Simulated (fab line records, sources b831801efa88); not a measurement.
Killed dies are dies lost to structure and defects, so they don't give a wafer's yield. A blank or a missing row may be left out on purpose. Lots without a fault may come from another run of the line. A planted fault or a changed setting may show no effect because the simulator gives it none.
A struck lot beside a sound one | flow sky130 | 19 steps out of a route of 708
Sound: wafers L563.3, L563.5, L563.6. Struck: wafers L555.1, L555.2, L555.4. The cause comes at the end.
At each step with rows: each side's tool, then ch and its chambers, then its first start. Under that, the readings that differ: sound wafers | struck wafers | difference of the means | sigmas: that difference in standard deviations of wafers without a fault.
alike: readings whose means differ by less than 2 such deviations, and words and numbers that are the same on both sides. not compared: withheld readings, readings that some wafer has no value for, bounds like >300 that may hide the same value, and numbers for which the record gives no deviation and whose values overlap.
The two part at a step that has a row with sigmas, a row that says differs or no value, or rows on one side only. Numbers that don't overlap but have no deviation are shown without sigmas and don't part them. A reading that every wafer of one side lacks parts them only if that side has two wafers or more.

first, 3 steps without rows for these wafers: SKY_SD_P_EXPOSE_04 (exposes mask PSDM, target cd 380 nm); SKY_SD_P_PEB_05; SKY_SD_P_DEVELOP_06 (develop time 60 s).
SKY_SD_P_CD_MEAS_07: target cd 380 nm.
  sound on cd_sem-01, day 31 17:05; struck on cd_sem-01, day 28 14:17
  alike: cd_nm
SKY_SD_P_OVL_MEAS_08:
  sound on overlay-02, day 31 17:11; struck on overlay-01, day 28 14:24
  alike: SD_P_OVL
then, 1 step without rows for these wafers: SKY_SD_P_IMPLANT_09.
SKY_SD_P_STRIP_10: strips in O2/N2.
  sound on plasma_asher-02 ch 0,1, day 31 17:23; struck on plasma_asher-03 ch 0,1, day 28 14:35
  reading                      | sound             | struck            | difference | sigmas
  strip_time_to_endpoint_s (s) | 17.44 17.39 17.41 | 17.62 17.60 17.58 | +0.19      | +4
  alike: drypump_motor_current_A, o2_flow_sccm, oes_product_au
  not compared: rf_hours_counter_h
SKY_SD_P_TW_MEAS_11:
  sound on film_metro-04, day 31 17:29; struck on film_metro-04, day 28 14:41
  alike: SD_P_TW
then, 4 steps without rows for these wafers: SKY_RES_XHIGH_DEHYDRATE_00 (time 60 s); SKY_RES_XHIGH_HMDS_01 (prime time 60 s); SKY_RES_XHIGH_COAT_02 (resist thk 1140 nm); SKY_RES_XHIGH_SOFTBAKE_03 (time 60 s).
SKY_RES_XHIGH_EXPOSE_04: exposes mask URPM, target cd 1270 nm.
  sound on iline_stepper-01 ch 0, day 32 06:56; struck on iline_stepper-02, day 29 04:50
  no value came back on the struck wafers for exposure_dose_mJ_cm2, focus_offset_nm (nm), reticle_temp_C (C); on the sound wafers exposure_dose_mJ_cm2 reads 139.90 140.04 139.83
  alike: mask
then, 3 steps without rows for these wafers: SKY_RES_XHIGH_PEB_05; SKY_RES_XHIGH_DEVELOP_06 (develop time 60 s); SKY_RES_XHIGH_IMPLANT_07.
SKY_RES_XHIGH_STRIP_08: strips in O2/N2.
  sound on plasma_asher-01 ch 0,1, day 32 20:08; struck on plasma_asher-01 ch 0,1, day 29 18:32
  alike: drypump_motor_current_A, o2_flow_sccm, oes_product_au, strip_time_to_endpoint_s
  not compared: rf_hours_counter_h
SKY_RES_XHIGH_TW_MEAS_09:
  sound on film_metro-04, day 32 20:13; struck on film_metro-03, day 29 18:38
  reading      | sound          | struck   | difference | sigmas
  RES_XHIGH_TW | 1615 1618 1621 | 30 30 30 | -1588      | -99 or more
then, 1 step without rows for these wafers: SKY_SD_N_DEHYDRATE_00 (time 60 s).

WHERE THEY PART
First at SKY_SD_P_STRIP_10; last, within this record, at SKY_RES_XHIGH_TW_MEAS_09.

WHY: what the simulator had put in
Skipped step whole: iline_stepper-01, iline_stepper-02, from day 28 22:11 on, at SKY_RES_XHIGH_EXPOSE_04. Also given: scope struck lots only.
